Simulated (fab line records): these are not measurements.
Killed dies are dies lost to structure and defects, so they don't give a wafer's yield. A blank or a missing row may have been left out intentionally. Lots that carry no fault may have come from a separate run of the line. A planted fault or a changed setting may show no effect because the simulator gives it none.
Struck lot and sound lot, side by side / flow gf180mcu / 16 out of 602 route steps
Sound: these wafers, L698.2, L698.5, L698.6. The struck wafers were L704.3, L704.5, L704.6. Last of all comes the cause.
Order at every step that has rows: each side's tool, ch and its chambers, its first start. Under that, the readings that differ: sound wafers / struck wafers / difference of the means / sigmas: that difference in standard deviations of wafers without a fault.
alike: a reading whose means differ by less than 2 such deviations, as well as words and numbers matching on both sides. not compared: withheld readings; readings where some wafer has no value; bounds like >300 that might hide an equal value; numbers whose values overlap and for which the record gives no deviation.
Wherever a step has rows on one side only, a row that says differs or no value, or a row with sigmas, the two part there. When numbers do not overlap yet have no deviation, they are printed without sigmas and do not part them. A reading that every wafer of one side lacks parts them only if that side has two wafers or more.

first, 5 steps without rows for these wafers: GF_M5_COAT_02 (resist thk 1000 nm); GF_M5_SOFTBAKE_03 (time 60 s); GF_M5_EXPOSE_04 (exposes mask Metal5, target cd 280 nm); GF_M5_PEB_05 (peb time 90 s); GF_M5_DEVELOP_06 (develop time 60 s).
GF_M5_CD_MEAS_07: target cd 280 nm.
  sound: cd-sem-02 at day 27 23:13; struck: cd-sem-02 at day 30 00:20
  alike: cd-nm
GF_M5_OVL_MEAS_08:
  sound: overlay-01 at day 27 23:19; struck: overlay-01 at day 30 00:26
  alike: M5_OVL
GF_M5_ETCH_09: etches Si3N4 in CF4/O2, target depth 52 nm, time 11.6 s.
  sound on rie-diel-02 ch 0,1,3, day 27 23:21; struck on rie-diel-02 ch 0,1,2, day 30 00:27
  alike: drypump-motor-current-A, oes-product-au, throttle-valve-pct
  not compared: rf-hours-counter-h
GF_M5_METAL_ETCH_10: etches the open film in Cl2/BCl3, stops on SiO2, target depth 750.8 nm, time 125.1 s.
  sound on rie-metal-01 ch 1, day 27 23:25; struck on rie-metal-04 ch 0,1, day 30 00:31
  alike: drypump-motor-current-A, mfc-cl2-sccm, oes-product-au, throttle-valve-pct
  not compared: rf-hours-counter-h
GF_M5_STRIP_11: strips in O2/N2.
  sound on plasma-asher-03 ch 0,1, day 27 23:38; struck on plasma-asher-01 ch 0,1, day 30 00:38
  alike: drypump-motor-current-A, heater-power-w, oes-product-au, strip-time-to-endpoint-s
  not compared: rf-hours-counter-h
then, 2 steps without rows for these wafers: GF_M5_STRIP_12 (strips in post etch residue remover, time 1200 s); GF_M5_CLEAN_13 (cleans in DIW).
GF_V5_CVD_00: deposits SiO2, target thk 300 nm, time 50 s.
  sound on hdpcvd-01 ch 0,2, day 28 00:10; struck on hdpcvd-02 ch 1,2, day 30 01:21
GF_V5_THK_MEAS_01:
  sound: film-metro-01 at day 28 00:13; struck: film-metro-02 at day 30 01:25
reading=V5_CVD_00_THK (nm); sound=296 289 289; struck=598 598 596; difference=+306; sigmas=+90
GF_V5_CVD_02: deposits SiO2 from TEOS, target thk 1450 nm, time 163.28 s.
  sound on pecvd-04 ch 0,1,2, day 28 00:16; struck on pecvd-03 ch 0,1,2, day 30 01:28
  alike: heater-power-w
-- the record jumps here: 2 days lie between the struck wafers' starts before and after (it left off in module V5 and takes up again in module PASSIVATION, whose first step shown is number 602 of the route) --
GF_PASSIVATION_PROBE_99:
  rows exist in the record for the struck wafers here (prober-02, day 32 11:36), but not for the sound ones

WHERE THEY PART
First at GF_V5_THK_MEAS_01; last, within this record, at GF_PASSIVATION_PROBE_99.

WHY: the cause the simulator had injected
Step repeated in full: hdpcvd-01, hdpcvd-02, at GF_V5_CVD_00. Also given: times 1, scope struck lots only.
